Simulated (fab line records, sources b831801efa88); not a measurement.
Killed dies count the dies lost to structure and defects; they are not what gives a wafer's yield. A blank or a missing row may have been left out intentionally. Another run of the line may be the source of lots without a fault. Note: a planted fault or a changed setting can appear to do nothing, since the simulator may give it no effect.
Check of tool commonality ; flow sky130 ; Sample size 14 lots and 42 wafers

== WHY THIS WAS OPENED ==
At SKY_LDD_HVP_TW_MEAS_10 the reading LDD_HVP_TW is flagged on 2 of 14 lots. Wafers without a fault read 455.6, standard deviation 2.1.
Rule: flag the lot when none of its wafers has a number, or when each of its wafers that has one lies beyond 4 standard deviations from that mean. The rest of the lots are taken to be sound.

lot;measured;on;LDD_HVP_TW, wafer by wafer;flag
L407;day 21 22:00;film_metro-03;456.3 457.7 456.0;
L409;day 22 07:43;film_metro-03;456.2 457.5 455.5;
L408;day 22 11:25;film_metro-02;452.2 451.7 454.3;
L410;day 23 05:10;film_metro-04;459.7 458.4 461.7;
L411;day 23 18:34;film_metro-02;453.3 453.9 453.7;
L412;day 23 19:13;film_metro-02;456.0 452.5 452.9;
L415;day 24 17:56;film_metro-02;452.5 454.4 454.6;
L414;day 24 18:14;film_metro-03;458.9 459.7 456.1;
L416;day 24 22:44;film_metro-02;453.1 453.7 452.2;
L417;day 25 14:31;film_metro-03;458.2 457.4 456.1;
L423;day 27 11:28;film_metro-03;455.0 452.9 456.1;
L428;day 29 04:05;film_metro-02;29.9 30.0 30.0;FLAGGED
L429;day 29 07:32;film_metro-02;29.8 30.1 29.9;FLAGGED
L430;day 29 13:53;film_metro-02;454.8 453.2 454.7;
Averaged over the flagged lots the numbers come to 29.9, -425.7 from the usual (-99 or more standard deviations).

== WHICH TOOL EACH LOT WENT THROUGH ==
2 process steps preceding the reading are held in the record, out of 708 steps in the route. Each cell gives the tool, then ch followed by the chambers the sampled wafers passed through, then the start.
lot;flag;SKY_LDD_HVN_STRIP_09;SKY_LDD_HVP_STRIP_09
L407;;plasma_asher-01 ch 0,1, day 20 15:14;plasma_asher-04 ch 0,1, day 21 21:53
L409;;plasma_asher-01 ch 0,1, day 21 00:19;plasma_asher-01 ch 0,1, day 22 07:38
L408;;plasma_asher-02 ch 0,1, day 21 04:08;plasma_asher-01 ch 0,1, day 22 11:19
L410;;plasma_asher-01 ch 0,1, day 21 21:49;plasma_asher-01 ch 0,1, day 23 05:04
L411;;plasma_asher-03 ch 1, day 22 11:37;plasma_asher-04 ch 0,1, day 23 18:28
L412;;plasma_asher-01 ch 0,1, day 22 11:38;plasma_asher-04 ch 0,1, day 23 19:07
L415;;plasma_asher-03 ch 0,1, day 23 11:17;plasma_asher-01 ch 0, day 24 17:50
L414;;plasma_asher-01 ch 0,1, day 23 11:39;plasma_asher-02 ch 0,1, day 24 18:08
L416;;plasma_asher-02 ch 0,1, day 23 16:33;plasma_asher-01 ch 0,1, day 24 22:38
L417;;plasma_asher-02 ch 0,1, day 24 08:23;plasma_asher-01 ch 0,1, day 25 14:25
L423;;plasma_asher-01 ch 0,1, day 26 06:32;plasma_asher-01 ch 0,1, day 27 11:21
L428;FLAGGED;plasma_asher-02 ch 0,1, day 28 03:03;plasma_asher-01 ch 0,1, day 29 03:59
L429;FLAGGED;plasma_asher-02 ch 0,1, day 28 06:56;plasma_asher-01 ch 0,1, day 29 07:26
L430;;plasma_asher-03 ch 0,1, day 28 15:01;plasma_asher-04 ch 0,1, day 29 13:47
What is done by these steps:
- SKY_LDD_HVN_STRIP_09: strips in O2/N2.
- SKY_LDD_HVP_STRIP_09: strips in O2/N2.
- SKY_LDD_HVP_TW_MEAS_10

== FLAGGED AGAINST TOTAL, ONE TOOL AT A TIME (gauges that did the reading follow at the end) ==
step;tool;lots run;flagged;share of the flagged lots;sound lots run after its first flagged lot
SKY_LDD_HVN_STRIP_09;plasma_asher-01;6;0;none;-
SKY_LDD_HVN_STRIP_09;plasma_asher-02;5;2;all;0
SKY_LDD_HVN_STRIP_09;plasma_asher-03;3;0;none;-
SKY_LDD_HVP_STRIP_09;plasma_asher-01;9;2;all;0
SKY_LDD_HVP_STRIP_09;plasma_asher-02;1;0;none;-
SKY_LDD_HVP_STRIP_09;plasma_asher-04;4;0;none;-
SKY_LDD_HVP_TW_MEAS_10;film_metro-02;8;2;all;1 (L430)
SKY_LDD_HVP_TW_MEAS_10;film_metro-03;5;0;none;-
SKY_LDD_HVP_TW_MEAS_10;film_metro-04;1;0;none;-

== WHAT IS ALLOWED BY THE TABLE ==
All flagged lots were run by 3 table rows, namely plasma_asher-02 at SKY_LDD_HVN_STRIP_09, plasma_asher-01 at SKY_LDD_HVP_STRIP_09, film_metro-02 at SKY_LDD_HVP_TW_MEAS_10.
- plasma_asher-02 at SKY_LDD_HVN_STRIP_09 ran 5 lots, 2 of them flagged. A fault beginning between L417 (day 24 08:23), its last sound lot, and L428 (day 28 03:03), its first flagged one, fits the data. On the flagged lots its readings are blank where sound lots have values: chamber_pressure_mTorr, drypump_motor_current_A, o2_flow_sccm, oes_product_au and 1 more.
- plasma_asher-01 at SKY_LDD_HVP_STRIP_09 ran 9 lots, 2 of them flagged. A fault beginning between L423 (day 27 11:21), its last sound lot, and L428 (day 29 03:59), its first flagged one, fits the data. Its own readings lie more than 4 standard deviations out on every wafer of the flagged lots: oes_product_au, strip_time_to_endpoint_s.
- film_metro-02 at SKY_LDD_HVP_TW_MEAS_10 ran 8 lots, 2 of them flagged. Sound lots ran on it after the first flagged one (L430), which a lasting fault on the whole tool wouldn't allow.
A lot count leaves these 2 tools indistinguishable: every one of them fits a fault beginning at some hour. More lots, or a look at what each step does to the wafer, might.

== WHAT THE SIMULATOR HAD INSERTED ==
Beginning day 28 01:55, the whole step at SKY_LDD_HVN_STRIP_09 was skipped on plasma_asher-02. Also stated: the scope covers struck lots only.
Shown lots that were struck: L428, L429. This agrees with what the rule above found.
